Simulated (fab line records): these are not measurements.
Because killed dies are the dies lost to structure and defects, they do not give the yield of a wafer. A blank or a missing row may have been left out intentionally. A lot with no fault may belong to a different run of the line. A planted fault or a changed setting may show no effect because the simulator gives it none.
Struck lot and sound lot, side by side | flow sky130 | 17 steps out of a route of 708
Sound: the wafers L290.1, L290.2, L290.3. Wafers struck: L293.2, L293.5, L293.6. The cause comes at the end.
Per side, at each step with rows, come the tool, then ch with its chambers, and then its first start. Under that, the readings that differ: sound wafers | struck wafers | difference of the means | sigmas: that difference in standard deviations of wafers without a fault.
alike: words and numbers the same on both sides, and readings whose means are apart by under 2 such deviations; not compared: readings that were withheld, readings missing a value for some wafer, numbers with overlapping values and no deviation given by the record, and bounds like >300 which may hide the same value.
Wherever a step has rows on one side only, a row that says differs or no value, or a row with sigmas, the two part there. Numbers that have no deviation but don't overlap get no sigmas and don't part them. Lack of a reading on every wafer of one side parts them only where that side has two or more wafers.

SKY_VT_ADJUST_HVTR_OVL_MEAS_08:
  struck on overlay-01, day 15 22:02; sound on overlay-01, day 14 20:13
  alike: VT_ADJUST_HVTR_OVL
after that, 1 step had no rows for these wafers: SKY_VT_ADJUST_HVTR_IMPLANT_09.
SKY_VT_ADJUST_HVTR_STRIP_10: strips in O2/N2.
  sound on plasmaAsher-01 ch 0,1, day 14 20:24; struck on plasmaAsher-02 ch 0,1, day 15 22:13
  alike: drypumpMotorCurrentA, oesProductAu, stripTimeToEndpointS
  not compared: rfHoursCounterH
SKY_VT_ADJUST_HVTR_TW_MEAS_11:
  struck on filmMetro-01, day 15 22:20; sound on filmMetro-02, day 14 20:30
reading           | sound       | struck      | difference | sigmas
VT_ADJUST_HVTR_TW | 215 215 215 | 209 208 209 | -6         | -2
then, 7 steps without rows for these wafers: SKY_VT_ADJUST_PCH_DEHYDRATE_00 (time 60 s); SKY_VT_ADJUST_PCH_HMDS_01 (prime time 60 s); SKY_VT_ADJUST_PCH_COAT_02 (resist thk 3000 nm); SKY_VT_ADJUST_PCH_SOFTBAKE_03; SKY_VT_ADJUST_PCH_EXPOSE_04 (exposes mask NWM, target cd 840 nm); SKY_VT_ADJUST_PCH_PEB_05; SKY_VT_ADJUST_PCH_DEVELOP_06 (develop time 60 s).
SKY_VT_ADJUST_PCH_OVL_MEAS_07:
  struck on overlay-01, day 17 01:58; sound on overlay-01, day 16 00:31
  alike: VT_ADJUST_PCH_OVL
SKY_VT_ADJUST_PCH_IMPLANT_08:
  sound on implanter-02 ch 0, day 16 00:33; struck on implanter-01 ch 0, day 17 02:02
reading          | sound                         | struck                        | difference | sigmas
doseIonsCm2      | 4.996e+11 4.995e+11 5.001e+11 | 3.263e+11 3.267e+11 3.264e+11 | -1.733e+11 | -99 or more
faradayCurrentUA | 2.91 2.77 2.80                | 1.88 1.88 1.85                | -0.96      | -17
SKY_VT_ADJUST_PCH_STRIP_09: strips in O2/N2.
  sound on plasmaAsher-03 ch 0,1, day 16 00:42; struck on plasmaAsher-02 ch 0,1, day 17 02:09
reading                  | sound          | struck         | difference | sigmas
drypumpMotorCurrentA (A) | 5.82 5.19 5.18 | 5.94 5.95 5.73 | +0.48      | +2
  alike: oesProductAu, stripTimeToEndpointS
  not compared: rfHoursCounterH
SKY_VT_ADJUST_PCH_TW_MEAS_10:
  struck on filmMetro-02, day 17 02:16; sound on filmMetro-02, day 16 00:48
reading          | sound             | struck            | difference | sigmas
VT_ADJUST_PCH_TW | 145.5 145.8 145.5 | 129.5 129.7 130.4 | -15.7      | -9
then, 1 step without rows for these wafers: SKY_SONOS_TUNNEL_DEHYDRATE_00 (time 60 s).
-- here the record skips 34 days between the struck wafers' starts before and after, leaving off in module SONOS_TUNNEL and picking up in module PAD_OPEN (first step shown: number 708 of the route) --
SKY_PAD_OPEN_PROBE_99:
  struck on prober-02, day 51 10:07; sound on prober-01, day 50 16:56
reading                               | sound                   | struck                  | difference | sigmas
model.etest.pfet_01v8_lvt.driveUaUm   | 174.7 175.8 176.6       | 172.5 173.9 168.6       | -4.0       | 
model.etest.pfet_01v8_lvt.offLog10AUm | -8.902 -8.671 -8.684    | -9.183 -9.105 -9.157    | -0.396     | 
model.etest.pfet_16v.vtV (V)          | -1.09 -1.092 -1.08      | -1.126 -1.132 -1.136    | -0.044     | 
model.etest.pfetG5v0d10v5.vtV (V)     | -0.8258 -0.856 -0.7901  | -0.8566 -0.8656 -0.8774 | -0.0426    | 
model.etest.pfetG5v0d10v5.vtLongV (V) | -0.9282 -0.9244 -0.9142 | -0.952 -0.9627 -0.9624  | -0.037     | 
model.etest.pfet_01v8_lvt.vtSatV (V)  | -0.4402 -0.4329 -0.4352 | -0.4648 -0.4581 -0.4683 | -0.0276    | 
  alike: killed_at_M0_to_M3, killed_at_M4_up, killedAtContacts, killedAtFrontEnd, killedAtOther, killedDies, killedOpen, killedShort
  not compared: model.etest.pfetG5v0d10v5.offLog10AUm, model.etest.pfetG5v0d10v5.vtSatV

WHERE THEY PART
At SKY_VT_ADJUST_HVTR_TW_MEAS_11 first; at SKY_VT_ADJUST_PCH_TW_MEAS_10 last (within this record only). Later steps at which nothing parts them and some readings are alike: SKY_PAD_OPEN_PROBE_99.

WHY: the cause the simulator had injected
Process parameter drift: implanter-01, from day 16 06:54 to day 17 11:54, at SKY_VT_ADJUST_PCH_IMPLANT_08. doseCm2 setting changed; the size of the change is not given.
